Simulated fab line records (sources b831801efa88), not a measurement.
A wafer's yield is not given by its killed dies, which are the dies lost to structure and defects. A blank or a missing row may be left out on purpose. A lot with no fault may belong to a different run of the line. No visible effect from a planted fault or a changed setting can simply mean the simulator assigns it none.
A single fault, viewed from 2 desks | flow sky130 | every desk sees just its own numbers, and what lay behind them comes last

THE METROLOGY DESK
Means of the sampled wafers that have a number, per lot and without regard to the tool the lot ran on: this is what the gauges read. Marked OUT: a lot whose mean sits more than 4 standard deviations from the usual mean, which makes it out of limits; the brackets give that distance.
Columns: A = VIA1_BOW at SKY_VIA1_BOW_MEAS_03, usual 80 um; B = cd nm at SKY_VIA1_CD_MEAS_12, usual 150.1 nm; C = VIA1_OVL at SKY_VIA1_OVL_MEAS_13, usual -6 nm
lot  | first seen here | A  | B     | C
L370 | day 34 13:46    | 79 | 149.4 | -1
L375 | day 36 03:17    | 78 | 150.7 | -2
L377 | day 36 18:43    | 77 | 150.2 | -1
L378 | day 37 00:14    | 73 | 151.6 | -8
L381 | day 37 23:36    | 74 | 150.5 | -6
L386 | day 39 07:20    | 88 | 151.7 | -14
This desk's verdict: no lot among the 6 shows anything out of limits.

AT THE TOOL OWNER'S DESK: rie diel-04
The tool's own readings at SKY_VIA1_ETCH_15 (etches SiO2 in C4F8/O2/Ar, stops on TiN, target depth 351 nm, time 54 s): means of the sampled wafers that have a number, for each lot that ran on this tool. Marked OUT: a lot whose mean sits more than 4 standard deviations from the usual mean, which makes it out of limits; the brackets give that distance.
Columns: A = oes product au at SKY_VIA1_ETCH_15, usual 0.980 a.u.; B = run length s at SKY_VIA1_ETCH_15, usual 82.4 s
lot  | first seen here | A                | B
L370 | day 35 16:30    | 0.983            | 82.2
L377 | day 37 20:46    | 0.948 (-5.0) OUT | 85.9 (+7.2) OUT
L381 | day 39 01:11    | 0.948 (-4.9) OUT | 86.5 (+8.4) OUT
This desk's verdict: out of limits on L377, L381, starting with L377 at day 37 20:46 (oes product au at SKY_VIA1_ETCH_15). Within limits: L370.

TAKEN TOGETHER
At day 37 20:46, on L377, L381, the tool owner's desk was in a position to raise an alarm.
The metrology desk saw nothing out of limits.
The metrology desk holds a record of L377, L381, inside its limits.
All the named lots went through SKY_VIA1_ETCH_15 on rie diel-04.

WHAT THE SIMULATOR PUT IN
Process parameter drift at SKY_VIA1_ETCH_15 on rie diel-04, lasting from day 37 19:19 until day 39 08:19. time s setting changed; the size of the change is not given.
Struck lots among those shown: L377, L381.
Time in hours from fault onset to the first out-of-limits reading at each desk: the tool owner's desk, 1.
